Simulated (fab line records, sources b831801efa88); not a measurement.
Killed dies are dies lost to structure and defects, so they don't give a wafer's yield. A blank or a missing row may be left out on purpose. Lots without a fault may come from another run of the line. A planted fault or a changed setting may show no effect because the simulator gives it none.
Problem report in the 8D (eight disciplines) form, filled by code | flow gf180mcu | the parts of the form that need people (team, actions taken, sign-off) are left out

1. THE PROBLEM
HV_LDD_3_TW at GF_HV_LDD_TW_MEAS_38 reads a mean of 1358 on 6 wafers of 2 lots; wafers without a fault read 1436 with a standard deviation of 15. That is -5.2 standard deviations from the usual mean.
First seen on wafer L363.2, day 16 18:14, on film_metro-04. The record holds 39 wafers of 13 lots with a number at this step. Rule for "out", or "out of limits": more than 4 standard deviations from the usual mean. The other wafers with a number count as sound.

2. WHAT IT IS AND WHAT IT IS NOT
question                    | is                           | is not
which readings at this step | HV_LDD_3_TW                  | -
which lots                  | L363, L366                   | L349, L352, L353, L354, L356, L357, L358, L360, L362, L369, L372
which wafers of those lots  | all that have a number       | -
read on which gauges        | film_metro-02, film_metro-04 | film_metro-01
when                        | from day 16 18:14            | up to then (24 sound wafers); but 9 sound wafers of L362, L369, L372 came after

3. SUSPECTS, AND WHAT RULES EACH OUT
Counting: a tool at a process step up to the reading stays a suspect if it ran every lot that is out and no sound lot after the first of them.
- the gauge at GF_HV_LDD_TW_MEAS_38: ruled out. The wafers that are out were read on 2 gauges (film_metro-02, film_metro-04).
- implanter-03 at GF_HV_LDD_IMPLANT_35: kept. It ran every lot that is out, first L363 (day 16 17:51), and no sound lot after that; its last sound lot up to then is L360 (day 15 13:37). Its own readings are out on those wafers: dose_ions_cm2, faraday_current_uA.
Left after counting: implanter-03 at GF_HV_LDD_IMPLANT_35.

4. THE CAUSE (what the simulator had put in)
Process parameter drift: implanter-03, from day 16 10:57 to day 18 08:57, at GF_HV_LDD_IMPLANT_35. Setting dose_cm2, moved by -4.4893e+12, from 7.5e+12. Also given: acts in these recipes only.
Counting left only this tool.

5. THE CHAIN OF EFFECTS, in route order
Each row: a reading whose mean over the struck wafers that have a number lies more than 3 standard deviations from the usual. Only readings for which the record gives a usual standard deviation are gone through. hours: the time from each lot's start at the first step in this table that gives one to its start at this step, as a median over the lots. sigmas: the change in usual standard deviations.
hours | step                 | reading            | usual        | on struck wafers | change     | sigmas
0     | GF_HV_LDD_IMPLANT_35 | dose_ions_cm2      | 7.499e+12    | 3.017e+12        | -4.482e+12 | -99 or more
0     | GF_HV_LDD_IMPLANT_35 | faraday_current_uA | 42.4         | 17.1             | -25.3      | -31
0     | GF_HV_LDD_TW_MEAS_38 | HV_LDD_3_TW        | 1436         | 1358             | -78        | -5.2
24    | GF_HV_LDD_RS_MEAS_53 | HV_LDD_RS          | 418.3 ohm/sq | 431.0            | +12.7      | +14
The process steps in it:
- GF_HV_LDD_IMPLANT_35
Later measuring or inspecting steps at which every struck wafer that the step has a row for has a number for every such reading, and none has moved that far: GF_HV_LDD_OVL_MEAS_47.

6. WHAT WOULD HAVE CAUGHT IT SOONER
In this record the first reading out of limits at a measuring or inspecting step was taken at day 16 18:14, 7 hours after the fault began at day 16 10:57.
The tool's own readings at GF_HV_LDD_IMPLANT_35 were out on every struck wafer that the step has a row for (dose_ions_cm2, faraday_current_uA): an alarm limit on them would have fired on the first of those.
Of the lots that are out (2), L366 began GF_HV_LDD_IMPLANT_35 on implanter-03 after day 16 18:14. A hold on the tool at that time would have spared it.
